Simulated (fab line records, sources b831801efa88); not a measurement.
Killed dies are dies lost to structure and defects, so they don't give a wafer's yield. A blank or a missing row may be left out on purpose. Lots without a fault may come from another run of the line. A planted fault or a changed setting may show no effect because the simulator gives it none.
fab line records | flow sky130
record lots=11 wafers=33 last_day=50
route steps=708 shown VT_ADJUST_HVTR@141 VT_ADJUST_PCH@152 POLY_GATE@204 LDD_P@263
lots that met no fault: from a run of the same line without faults
start_h: hours from the record's first day to the start of the lot's first wafer shown | wait_h: hours since the lot's step before | " the same as in the row above | L1.1+2: a row that stands for several wafers | - no value, or no start given | * or withheld: withheld | < > ~ a bound
route shown NAME@n: a module of which the file shows steps, and the number in the route of the first | usual: mean/standard deviation of fault-free wafers | same: alike in all rows | chamber/n: place in a boat | sites: the reading at each site | _std_site: their standard deviation | _edge_site: outer sites' mean less inner sites' | radius_mm: how far each site lies from the wafer's centre | mask NAME#n: copy n | behind: the tool/chamber that last shaped the wafer | hold: why the lot was held/for how many hours/how that ended | device: the transistor (n, p or np) that didn't switch | end of line: the same wafers' tests at the end of the route | a step without rows: its recipe alone | killed: dies lost to structure and defects at the first sort, not the wafer's yield | map: a wafer's dies, x killed, . not, _ none there
set.NAME: the setting as run; set.NAME@STEP: as run at that earlier step | model.NAME: the simulator's own value behind a step, which no gauge read
steps of the route over a sample of lots; a table a step, a row a wafer
services: from which hour (start_h, from the record's first day; less than 0 if before it) a tool's chamber was out of use, for how many hours, and why
## steps
# step SKY_VT_ADJUST_HVTR_STRIP_10
# recipe chemistry=O2/N2 power_w=1400 pressure_mtorr=1500 platen_temp_c=withheld o2_flow_sccm=3000 n2_flow_sccm=300 overash_fraction=0.5
# usual drypump_motor_current_A=6.0/0.5 oes_product_au=0.715/0.0045 strip_time_to_endpoint_s=14.18/0.038
# same overash_fraction=0.5
# columns lot.wafer tool chamber start_h wait_h drypump_motor_current_A oes_product_au rf_hours_counter_h strip_time_to_endpoint_s
L314.1 plasma_asher-01 0 228.05 0.1 6.4 0.720 11 14.17
L314.4 " 0 " " 6.4 0.720 - 14.13
L314.5 " 1 " " 6.4 0.720 - 14.11
L315.1 plasma_asher-03 0 228.35 0.1 5.3 0.717 41 14.15
L315.4 " 0 " " 5.3 0.707 - 14.12
L315.5 " 1 " " 6.4 0.716 - 14.15
L316.1 plasma_asher-01 1 230.70 0.1 6.4 0.713 11 14.18
L316.4 " 1 " " 6.5 0.720 - 14.15
L316.6 " 0 " " 6.4 0.709 - 14.15
L318.1 plasma_asher-03 1 236.45 0.1 6.4 0.715 42 14.23
L318.2 " 0 " " 5.3 0.711 42 14.22
L318.3 " 0 " " 5.3 0.713 - 14.18
L320.2 plasma_asher-01 1 256.10 0.1 6.5 0.714 14 14.13
L320.5 " 0 " " 6.4 0.708 - 14.18
L320.6 " 1 " " 6.5 0.720 - 14.12
L322.1 plasma_asher-01 1 271.03 0.1 6.5 0.707 15 14.19
L322.3 " 1 " " 6.5 0.716 - 14.20
L322.4 " 0 " " 6.4 0.715 - 14.23
L321.3 plasma_asher-01 0 272.08 0.1 6.4 0.714 - 14.17
L321.5 " 1 " " 6.5 0.715 - 14.16
L321.6 " 0 " " 6.4 0.720 - 14.15
L325.1 plasma_asher-02 0 290.63 0.1 5.5 0.715 58 14.18
L325.5 " 0 " " 5.5 0.718 - 14.15
L325.6 " 1 " " 5.4 0.715 - 14.18
L329.3 plasma_asher-01 0 331.69 0.1 6.4 0.717 - 14.17
L329.5 " 0 " " 6.4 0.720 - 14.12
L329.6 " 1 " " 6.5 0.716 - 14.18
L330.2 plasma_asher-02 0 338.70 0.1 5.4 0.712 63 14.19
L330.3 " 1 " " 5.4 0.711 - 14.19
L330.6 " 0 " " 5.5 0.717 - 14.20
L331.1 plasma_asher-02 1 343.09 0.1 5.4 0.713 64 14.21
L331.2 " 0 " " 5.5 0.723 64 14.22
L331.3 " 0 " " 5.4 0.708 - 14.24
# step SKY_VT_ADJUST_PCH_STRIP_09
# recipe chemistry=O2/N2 power_w=1400 pressure_mtorr=1500 platen_temp_c=withheld o2_flow_sccm=3000 n2_flow_sccm=300 overash_fraction=0.5
# usual drypump_motor_current_A=6.1/0.46 oes_product_au=0.722/0.0045 strip_time_to_endpoint_s=36.95/0.095
# same overash_fraction=0.5
# columns lot.wafer tool chamber start_h wait_h drypump_motor_current_A oes_product_au rf_hours_counter_h strip_time_to_endpoint_s
L314.1 plasma_asher-01 0 249.95 0.1 6.4 0.729 13 36.87
L314.4 " 0 " " 6.4 0.719 - 36.88
L314.5 " 0 " " 6.4 0.717 - 36.82
L315.1 plasma_asher-04 0 250.90 0.1 5.5 0.728 56 36.98
L315.4 " 0 " " 5.5 0.724 - 37.01
L315.5 " 1 " " 5.6 0.723 - 37.03
L316.1 plasma_asher-01 1 254.76 0.1 6.5 0.726 13 36.91
L316.4 " 1 " " 6.5 0.717 - 36.92
L316.6 " 0 " " 6.4 0.724 - 36.95
L318.1 plasma_asher-01 1 261.63 0.1 6.5 0.734 14 36.91
L318.2 " 0 " " 6.4 0.722 14 36.97
L318.3 " 1 " " 6.5 0.723 - 36.97
L320.2 plasma_asher-01 0 281.31 0.1 6.4 0.729 16 37.02
L320.5 " 0 " " 6.4 0.713 - 37.04
L320.6 " 1 " " 6.5 0.720 - 37.13
L322.1 plasma_asher-02 1 296.06 0.1 5.4 0.720 59 36.75
L322.3 " 1 " " 5.4 0.723 - 36.88
L322.4 " 0 " " 5.5 0.716 - 36.80
L321.3 plasma_asher-01 0 298.11 0.1 6.4 0.720 - 37.05
L321.5 " 0 " " 6.4 0.726 - 37.00
L321.6 " 1 " " 6.5 0.723 - 36.98
L325.1 plasma_asher-01 0 316.53 0.1 6.4 0.719 20 36.99
L325.5 " 1 " " 6.5 0.731 - 36.95
L325.6 " 0 " " 6.4 0.710 - 37.03
L329.3 plasma_asher-04 1 359.26 0.1 5.6 0.724 - 36.91
L329.5 " 0 " " 5.5 0.724 - 36.83
L329.6 " 1 " " 5.7 0.726 - 36.98
L330.2 plasma_asher-02 1 366.65 0.1 5.4 0.725 66 36.88
L330.3 " 1 " " 5.4 0.721 - 36.95
L330.6 " 0 " " 5.4 0.723 - 36.89
L331.1 plasma_asher-01 1 371.06 0.1 6.5 0.720 25 36.88
L331.2 " 0 " " 6.4 0.717 25 36.94
L331.3 " 0 " " 6.4 0.724 - 37.06
# step SKY_POLY_GATE_CVD_00
# recipe material=poly-Si target_thk_nm=180 temp_c=620 time_s=720 pressure_mtorr=200
# usual pressure_mtorr=200.0/0.37 spike_tc_top_C=636/4.5
# columns lot.wafer tool chamber start_h wait_h pressure_mtorr spike_tc_top_C
L314.1 lpcvd-01 0 336.43 0.0 200.1 641
L314.4 " 0 " " 200.6 640
L314.5 " 0 " " 201.2 641
L315.1 lpcvd-01 0 341.47 0.0 200.1 641
L315.4 " 0 " " 199.8 639
L315.5 " 0 " " 199.7 642
L316.1 lpcvd-01 1 343.16 0.0 199.4 633
L316.4 " 1 " " 199.7 633
L316.6 " 1 " " 200.2 632
L318.1 lpcvd-01 0 351.55 0.7 199.6 642
L318.2 " 0 " " 199.7 641
L318.3 " 0 " " 199.6 642
L320.2 lpcvd-01 1 374.83 0.0 199.1 636
L320.5 " 1 " " 200.0 633
L320.6 " 1 " " 200.1 633
L321.3 lpcvd-01 0 388.96 0.0 200.4 642
L321.5 " 0 " " 200.3 642
L321.6 " 0 " " 199.8 642
L322.1 lpcvd-01 0 388.96 0.0 200.6 641
L322.3 " 0 " " 199.9 641
L322.4 " 0 " " 200.1 640
L325.1 lpcvd-01 1 410.81 0.0 200.1 634
L325.5 " 1 " " 199.9 632
L325.6 " 1 " " 200.3 631
L329.3 lpcvd-01 1 457.75 0.0 99.8 632
L329.5 " 1 " " 100.2 634
L329.6 " 1 " " 99.6 632
L330.2 lpcvd-01 0 466.30 0.0 100.2 641
L330.3 " 0 " " 100.5 640
L330.6 " 0 " " 100.3 642
L331.1 lpcvd-01 0 470.85 0.0 99.5 640
L331.2 " 0 " " 99.4 643
L331.3 " 0 " " 100.1 642
# step SKY_POLY_GATE_THK_MEAS_01
# recipe reads=poly-Si_of_POLY_GATE_CVD_00
# usual POLY_GATE_CVD_00_THK=180.9/1.9
# columns lot.wafer tool chamber start_h wait_h POLY_GATE_CVD_00_THK[nm]
L314.1 film_metro-03 - 337.63 0.0 178.4
L314.4 " - " " 179.8
L314.5 " - " " 181.1
L315.1 film_metro-02 - 342.67 0.0 178.8
L315.4 " - " " 179.1
L315.5 " - " " 176.5
L316.1 film_metro-03 - 344.36 0.0 183.3
L316.4 " - " " 182.6
L316.6 " - " " 182.9
L318.1 film_metro-02 - 352.75 0.0 180.5
L318.2 " - " " 179.3
L318.3 " - " " 178.7
L320.2 film_metro-03 - 376.04 0.0 178.9
L320.5 " - " " 180.8
L320.6 " - " " 180.7
L322.1 film_metro-02 - 390.76 0.0 181.5
L322.3 " - " " 180.2
L322.4 " - " " 180.6
L321.3 film_metro-03 - 390.78 0.0 181.9
L321.5 " - " " 183.4
L321.6 " - " " 182.2
L325.1 film_metro-04 - 412.61 0.0 180.1
L325.5 " - " " 181.1
L325.6 " - " " 181.0
L329.3 film_metro-02 - 458.97 0.0 126.9
L329.5 " - " " 126.4
L329.6 " - " " 127.4
L330.2 film_metro-04 - 467.51 0.0 127.3
L330.3 " - " " 128.7
L330.6 " - " " 126.5
L331.1 film_metro-02 - 472.65 0.0 131.8
L331.2 " - " " 131.5
L331.3 " - " " 132.9
# step SKY_POLY_GATE_ETCH_17
# recipe target_depth_nm=180 stop_on=SiO2 over_etch_frac=0.56667 chemistry=HBr/Cl2 target=poly-Si icp_w=400 bias_w=100 pressure_mtorr=10 HBr_flow_sccm=150 Cl2_flow_sccm=50 time_s=70.5
# usual drypump_motor_current_A=5.9/0.54 oes_product_au=0.990/0.0074 rf_fwd_power_W=397.0/1.3 throttle_valve_pct=33.685/0.0091
# columns lot.wafer tool chamber start_h wait_h drypump_motor_current_A oes_product_au rf_fwd_power_W rf_hours_counter_h throttle_valve_pct
L314.1 rie_si-01 3 396.16 0.0 6.0 0.988 395.8 1 33.670
L314.4 " 3 " " 6.0 0.992 397.0 - 33.702
L314.5 " 2 " " 6.3 0.992 398.2 - 33.685
L315.1 rie_si-01 2 402.00 0.0 6.3 0.993 398.1 3 33.687
L315.4 " 3 " " 6.0 0.989 395.6 - 33.669
L315.5 " 3 " " 6.0 0.977 394.0 - 33.678
L316.1 rie_si-01 3 406.26 0.0 6.0 1.004 396.7 2 33.671
L316.4 " 2 " " 6.3 1.003 396.6 - 33.682
L316.6 " 2 " " 6.3 0.994 395.8 - 33.682
L318.1 rie_si-02 1 412.35 0.0 6.4 0.992 397.3 4 33.681
L318.2 " 0 " " 5.3 0.985 399.1 42 33.679
L318.3 " 3 " " 6.8 0.997 398.2 63 33.675
L320.2 rie_si-01 0 439.03 0.0 5.6 0.973 396.8 0 33.674
L320.5 " 1 " " 5.0 0.981 398.2 - 33.687
L320.6 " 0 " " 5.6 0.979 397.4 - 33.705
L321.3 rie_si-01 0 454.35 0.0 5.5 0.983 397.2 0 33.676
L321.5 " 2 " " 6.3 1.000 398.6 - 33.676
L321.6 " 1 " " 5.0 0.995 397.2 - 33.673
L322.1 rie_si-02 3 454.43 0.0 6.8 0.993 396.5 63 33.677
L322.3 " 2 " " 5.8 0.993 398.8 0 33.686
L322.4 " 0 " " 5.2 0.993 395.4 43 33.685
L325.1 rie_si-02 2 474.41 0.0 5.8 0.984 398.9 0 33.697
L325.5 " 2 " " 5.8 0.994 398.3 - 33.675
L325.6 " 1 " " 6.4 0.991 398.2 - 33.684
L329.3 rie_si-02 3 521.28 0.0 6.8 0.780 396.5 0 33.669
L329.5 " 3 " " 6.8 0.779 396.6 - 33.674
L329.6 " 2 " " 5.8 0.789 396.0 - 33.699
L330.2 rie_si-01 1 532.30 0.0 5.0 0.777 396.3 5 33.696
L330.3 " 2 " " 6.3 0.780 396.1 4 33.693
L330.6 " 1 " " 5.0 0.788 394.0 - 33.680
L331.1 rie_si-02 3 535.58 0.0 6.8 0.807 397.2 0 33.698
L331.2 " 2 " " 5.8 0.802 398.0 0 33.665
L331.3 " 0 " " 5.3 0.814 395.2 43 33.724
# step SKY_LDD_P_OVL_MEAS_08
# usual LDD_P_OVL=-0.8/2.1
# columns lot.wafer tool chamber start_h wait_h LDD_P_OVL[nm]
L314.1 overlay-01 - 461.02 0.1 2.5
L314.4 " - " " 3.4
L314.5 " - " " 2.2
L315.1 overlay-01 - 466.84 0.1 -1.8
L315.4 " - " " -1.5
L315.5 " - " " -1.8
L316.1 overlay-02 - 472.27 0.1 2.5
L316.4 " - " " 0.7
L316.6 " - " " 3.6
L318.1 overlay-02 - 477.99 0.1 -1.3
L318.2 " - " " -4.6
L318.3 " - " " -3.0
L320.2 overlay-01 - 503.60 0.1 -0.6
L320.5 " - " " -1.3
L320.6 " - " " 0.0
L321.3 overlay-01 - 517.37 0.1 -1.5
L321.5 " - " " -3.2
L321.6 " - " " -1.8
L322.1 overlay-02 - 517.44 0.1 1.0
L322.3 " - " " -1.8
L322.4 " - " " -2.5
L325.1 overlay-02 - 535.97 0.1 -0.5
L325.5 " - " " 0.9
L325.6 " - " " -1.2
L329.3 overlay-01 - 583.33 0.1 -2.5
L329.5 " - " " -3.7
L329.6 " - " " -1.7
L330.2 overlay-01 - 595.32 0.1 1.7
L330.3 " - " " 1.3
L330.6 " - " " 2.2
L331.1 overlay-01 - 597.67 0.1 -3.7
L331.2 " - " " 0.3
L331.3 " - " " 0.1
## services
# columns tool chamber start_h hours kind
rie_si-02 - 211.66 2.8 pm
plasma_asher-03 - 214.75 2.8 pm
rie_si-01 1 241.85 7.8 repair
plasma_asher-03 - 274.05 2.7 repair
lpcvd-01 - 283.95 4.5 repair
rie_si-01 3 318.89 4.2 repair
plasma_asher-03 - 331.40 5.6 repair
rie_si-02 3 341.99 3.8 repair
plasma_asher-03 - 350.89 2.3 repair
rie_si-01 - 353.89 0.5 repair
rie_si-01 3 359.39 3.1 repair
plasma_asher-03 - 376.49 15.3 repair
rie_si-01 0 392.18 3.6 repair
rie_si-01 1 396.57 34.6 repair
plasma_asher-03 - 406.62 11.4 repair
rie_si-01 0 420.20 12.4 repair
plasma_asher-02 - 421.25 9.0 pm
plasma_asher-02 - 430.25 2.8 pm
plasma_asher-02 - 433.00 4.3 pm
lpcvd-01 - 477.42 28.1 pm
plasma_asher-01 - 499.69 2.2 repair
plasma_asher-04 - 508.81 2.3 repair
rie_si-01 - 512.50 1.0 repair
rie_si-01 2 520.69 1.0 repair
## key
first_sign step=SKY_POLY_GATE_CVD_00 reading=pressure_mtorr direction=down sigmas=99+ usual=200.0 struck=100.0
effect step=SKY_POLY_GATE_THK_MEAS_01 reading=POLY_GATE_CVD_00_THK direction=down sigmas=28 usual=180.9 struck=128.8
effect step=SKY_POLY_GATE_ETCH_17 reading=oes_product_au direction=down sigmas=27 usual=0.990 struck=0.791
met_at SKY_POLY_GATE_CVD_00
struck_lots L329,L330,L331
tester_left_out L329,L330,L331
not_acting_at SKY_VT_ADJUST_HVTR_STRIP_10,SKY_VT_ADJUST_PCH_STRIP_09,SKY_LDD_P_OVL_MEAS_08
onset_between 410.81 457.75
fault kind=process_parameter_drift tool=lpcvd-01 chamber=- onset_h=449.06 steps=SKY_POLY_GATE_CVD_00 channel=pressure_mtorr offset=-100 shape=step end_h=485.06 stated=200
# tester_left_out: of these lots the tester's yield and bins aren't shown, on N5 and GAA mostly nor the transistor test; their killed dies are dies lost to structure and defects alone, not to doping, threshold or leakage, so they don't give the yield
